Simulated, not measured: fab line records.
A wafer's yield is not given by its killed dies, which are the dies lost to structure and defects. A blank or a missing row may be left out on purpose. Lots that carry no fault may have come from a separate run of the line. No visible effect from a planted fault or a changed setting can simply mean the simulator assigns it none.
Struck lot and sound lot, side by side	flow sky130	15 steps out of a route of 708
Sound: wafers L936.1, L936.2, L936.3. Wafers struck: L932.3, L932.4, L932.6. At the end, the cause is stated.
For every step that has rows: the tool of each side, followed by ch and its chambers, followed by its first start. Under that, the readings that differ: sound wafers	struck wafers	difference of the means	sigmas: that difference in standard deviations of wafers without a fault.
alike: words and numbers the same on both sides, and readings whose means are apart by under 2 such deviations; not compared: readings that were withheld, readings missing a value for some wafer, numbers with overlapping values and no deviation given by the record, and bounds like >300 which may hide the same value.
The two part at a step that has a row with sigmas, a row that says differs or no value, or rows on one side only. When numbers do not overlap yet have no deviation, they are printed without sigmas and do not part them. Lack of a reading on every wafer of one side parts them only where that side has two or more wafers.

first, 2 steps without rows for these wafers: SKY_DNWELL_DEVELOP_06 (develop time 60 s); SKY_DNWELL_IMPLANT_07.
SKY_DNWELL_STRIP_08: strips in O2/N2.
  sound on plasmaAsher-01 ch 0,1, day 7 20:17; struck on plasmaAsher-01 ch 0,1, day 6 23:15
reading	sound	struck	difference	sigmas
stripTimeToEndpointS (s)	36.99 37.20 37.13	36.96 36.91 36.82	-0.21	-3
  alike: drypumpMotorCurrentA, n2FlowSccm, oesProductAu
  not compared: rfHoursCounterH
SKY_DNWELL_TW_MEAS_09:
  sound: filmMetro-03 at day 7 20:23; struck: filmMetro-02 at day 6 23:20
  alike: DNWELL_TW
then, 7 steps without rows for these wafers: SKY_PWDE_DEHYDRATE_00 (time 60 s); SKY_PWDE_HMDS_01 (prime time 60 s); SKY_PWDE_COAT_02 (resist thk 3000 nm); SKY_PWDE_SOFTBAKE_03; SKY_PWDE_EXPOSE_04 (exposes mask PWDEM, target cd 840 nm); SKY_PWDE_PEB_05; SKY_PWDE_DEVELOP_06 (develop time 60 s).
SKY_PWDE_OVL_MEAS_07:
  sound: overlay-02 at day 8 17:16; struck: overlay-01 at day 7 19:08
  alike: PWDE_OVL
SKY_PWDE_IMPLANT_08:
  sound on implanter-04 ch 0, day 8 17:19; struck on implanter-02 ch 0, day 7 19:13
reading	sound	struck	difference	sigmas
beamEnergyKeV	150.02 150.05 149.99	178.34 178.29 178.32	+28.30	+99 or more
model.implant.rpNm (nm)	432 432 432	488.9 488.9 488.9	+56.9	
model.implant.drpNm (nm)	97.97 97.97 97.97	104.2 104.2 104.2	+6.2	
  alike: endStationPressureTorr
SKY_PWDE_STRIP_09: strips in O2/N2.
  sound on plasmaAsher-03 ch 0,1, day 8 17:28; struck on plasmaAsher-04 ch 0,1, day 7 19:21
  alike: drypumpMotorCurrentA, n2FlowSccm, oesProductAu, stripTimeToEndpointS
  not compared: rfHoursCounterH
-- the record jumps here: 42 days lie between the struck wafers' starts before and after (it left off in module PWDE and takes up again in module PAD_OPEN, whose first step shown is number 708 of the route) --
SKY_PAD_OPEN_PROBE_99:
  sound: prober-01 at day 50 15:56; struck: prober-02 at day 49 14:14
reading	sound	struck	difference	sigmas
model.etest.res_p_drift_20v.lineOhmUm	1.217e+04 1.281e+04 1.194e+04	8879 8959 8847	-3412	
model.etest.res_p_drift_20v.rsOhmSq	1.007e+04 1.091e+04 1.003e+04	7456 7459 7483	-2871	
  alike: killed_at_M0_to_M3, killed_at_M4_up, killedAtContacts, killedAtFrontEnd, killedAtOther, killedDies, killedOpen, killedShort

WHERE THEY PART
Last at SKY_PWDE_IMPLANT_08 as far as this record goes, first at SKY_DNWELL_STRIP_08. Later steps at which nothing parts them and some readings are alike: SKY_PWDE_STRIP_09, SKY_PAD_OPEN_PROBE_99.

WHY: whatever the simulator had introduced
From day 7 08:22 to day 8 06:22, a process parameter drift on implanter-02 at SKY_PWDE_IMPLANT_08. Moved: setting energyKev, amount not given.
